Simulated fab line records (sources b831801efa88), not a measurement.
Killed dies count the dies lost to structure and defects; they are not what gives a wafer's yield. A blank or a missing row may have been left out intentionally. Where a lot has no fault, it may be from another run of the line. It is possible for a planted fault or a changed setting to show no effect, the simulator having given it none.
A struck lot beside a sound one | flow sfq-line | 28 steps out of a route of 325
Sound: wafers L362.2, L362.5, L362.6. Wafers struck: L373.2, L373.3, L373.6. Last of all comes the cause.
Order at every step that has rows: each side's tool, ch and its chambers, its first start. Under that, the readings that differ: sound wafers | struck wafers | difference of the means | sigmas: that difference in standard deviations of wafers without a fault.
alike: a reading whose means differ by less than 2 such deviations, as well as words and numbers matching on both sides. not compared: withheld readings; readings where some wafer has no value; bounds like >300 that might hide an equal value; numbers whose values overlap and for which the record gives no deviation.
A row with sigmas, a row that says differs or no value, or rows on one side alone: a step with any of these is where the two part. Numbers that have no deviation but don't overlap get no sigmas and don't part them. Lack of a reading on every wafer of one side parts them only where that side has two or more wafers.

first, 6 steps without rows for these wafers: SFQ_TRILAYER_M1_LITHO_COAT_044 (resist thk 61.27 nm); SFQ_TRILAYER_M1_LITHO_COAT_039 (resist thk 600 nm); SFQ_TRILAYER_M1_LITHO_SOFTBAKE_043; SFQ_TRILAYER_M1_LITHO_EXPOSE_040 (exposes mask M1, target cd 500 nm); SFQ_TRILAYER_M1_LITHO_PEB_042 (peb time 60 s); SFQ_TRILAYER_M1_LITHO_DEVELOP_041 (time 60 s).
SFQ_M1_OVL_MEAS_911:
  sound on overlay-02 at day 26 04:49; struck on overlay-01 at day 30 07:49
  alike: M1_OVL
SFQ_TRILAYER_M1_BARC_OPEN_METAL_ETCH_054: etches BARC in O2, target depth 125 nm, time 41.7 s.
  sound on rie-metal-02 ch 0,1, day 26 04:50; struck on rie-metal-01 ch 0,1, day 30 07:50
  alike: drypump-motor-current-A, he-backside-leak-sccm, oes-product-au
  not compared: rf-hours-counter-h
SFQ_TRILAYER_M1_ETCH_METAL_ETCH_042: etches Nb in Cl2/Ar, stops on SiO2, target depth 240 nm, time 120 s.
  sound on rie-metal-02 ch 0,1, day 26 04:54; struck on rie-metal-01 ch 0,1, day 30 07:54
  alike: drypump-motor-current-A, he-backside-leak-sccm, oes-product-au
  not compared: rf-hours-counter-h
then, 2 steps without rows for these wafers: SFQ_TRILAYER_M1_STRIP_STRIP_043 (strips in O2); SFQ_TRILAYER_M1_STRIP_SOLV_CLEAN_044 (cleans in NMP, time 600 s).
SFQ_TRILAYER_I1_DEP_PECVD_045: deposits SiO2 from SiH4/N2O, time 111.11 s, target thk 500 nm.
  sound on pecvd-04 ch 0,2, day 26 05:48; struck on pecvd-01 ch 0,2, day 30 08:48
  alike: chamber-pressure-Torr, heater-power-w, throttle-valve-pct
SFQ_TRILAYER_I1_CMP_CMP_046: polishes SiO2.
  sound on cmp-02 ch 0,1,3, day 26 06:53; struck on cmp-02 ch 0,1,2, day 30 11:47
  reading                                             | sound             | struck            | difference | sigmas
  model.SiO2_of_TRILAYER_I1_DEP_PECVD_045.thk-nm (nm) | 199.7 200.5 200.2 | 183.8 184.1 185.6 | -15.6      |
  alike: motor-current-A, platen-rpm, time-to-endpoint-s
SFQ_I1_BOW_MEAS_912:
  sound on film-metro-02 at day 26 08:54; struck on film-metro-03 at day 30 15:37
  reading     | sound   | struck | difference                    | sigmas
  I1_BOW (um) | -8 1 -7 | - - -  | no value on the struck wafers |
SFQ_TRILAYER_I1_METRO_MEASURE_047:
  sound on film-metro-02 at day 26 09:12; struck on film-metro-03 at day 30 20:17
  reading     | sound             | struck            | difference | sigmas
  thk-nm (nm) | 199.7 200.6 200.1 | 183.8 184.0 185.5 | -15.7      | -17
then, 6 steps without rows for these wafers: SFQ_TRILAYER_I1_VIA_LITHO_COAT_054 (resist thk 62 nm); SFQ_TRILAYER_I1_VIA_LITHO_COAT_049 (resist thk 650 nm); SFQ_TRILAYER_I1_VIA_LITHO_SOFTBAKE_053; SFQ_TRILAYER_I1_VIA_LITHO_EXPOSE_050 (exposes mask I1, target cd 500 nm); SFQ_TRILAYER_I1_VIA_LITHO_PEB_052 (peb time 60 s); SFQ_TRILAYER_I1_VIA_LITHO_DEVELOP_051 (time 60 s).
-- the record jumps here: 6 days lie between the struck wafers' starts before and after --
SFQ_I1_OVL_MEAS_913:
  sound on overlay-02 at day 32 21:44; struck on overlay-01 at day 37 00:29
  alike: I1_OVL
SFQ_TRILAYER_I1_VIA_BARC_OPEN_VIA_ETCH_071: etches BARC in O2, target depth 125 nm, time 41.7 s.
  sound on rie-diel-02 ch 1,2,3, day 32 21:46; struck on rie-diel-02 ch 0,2, day 37 00:31
  alike: drypump-motor-current-A, oes-product-au
  not compared: rf-hours-counter-h
SFQ_TRILAYER_I1_VIA_ETCH_VIA_ETCH_052: etches SiO2 in CHF3, stops on Nb, target depth 260 nm.
  sound on rie-diel-02 ch 1,2,3, day 32 21:49; struck on rie-diel-02 ch 0,2, day 37 00:33
  reading                        | sound             | struck            | difference | sigmas
  oes-product-au (a.u.)          | 0.853 0.860 0.853 | 0.820 0.817 0.822 | -0.036     | -6
  model.I1.feature-depth-nm (nm) | 199.7 200.5 200.2 | 183.8 184.1 185.6 | -15.6      |
  model.etch.depth-nm (nm)       | 199.7 200.5 200.2 | 183.8 184.1 185.6 | -15.6      |
  alike: drypump-motor-current-A
then, 2 steps without rows for these wafers: SFQ_TRILAYER_I1_VIA_STRIP_STRIP_053 (strips in O2); SFQ_TRILAYER_I1_VIA_STRIP_SOLV_CLEAN_054 (cleans in NMP, time 600 s).
SFQ_TRILAYER_M2_DEP_PRE_CLEAN_056: time 22.5 s.
  sound on pvd-sputter-04 at day 32 23:17; struck on pvd-sputter-05 at day 37 01:27
  reading                                             | sound           | struck            | difference | sigmas
  model.SiO2_of_TRILAYER_I1_DEP_PECVD_045.thk-nm (nm) | 192.2 193 192.7 | 176.3 176.6 178.1 | -15.6      |
SFQ_TRILAYER_M2_DEP_SPUTTER_055: material Nb, target thk 200 nm, time 133.3 s.
  sound on pvd-sputter-04 at day 32 23:19; struck on pvd-sputter-05 at day 37 01:29
  alike: throttle-valve-pct

## WHERE THEY PART
Last at SFQ_TRILAYER_I1_VIA_ETCH_VIA_ETCH_052 as far as this record goes, first at SFQ_I1_BOW_MEAS_912. Later steps at which nothing parts them and some readings are alike: SFQ_TRILAYER_M2_DEP_SPUTTER_055.

WHY: what had been put in by the simulator
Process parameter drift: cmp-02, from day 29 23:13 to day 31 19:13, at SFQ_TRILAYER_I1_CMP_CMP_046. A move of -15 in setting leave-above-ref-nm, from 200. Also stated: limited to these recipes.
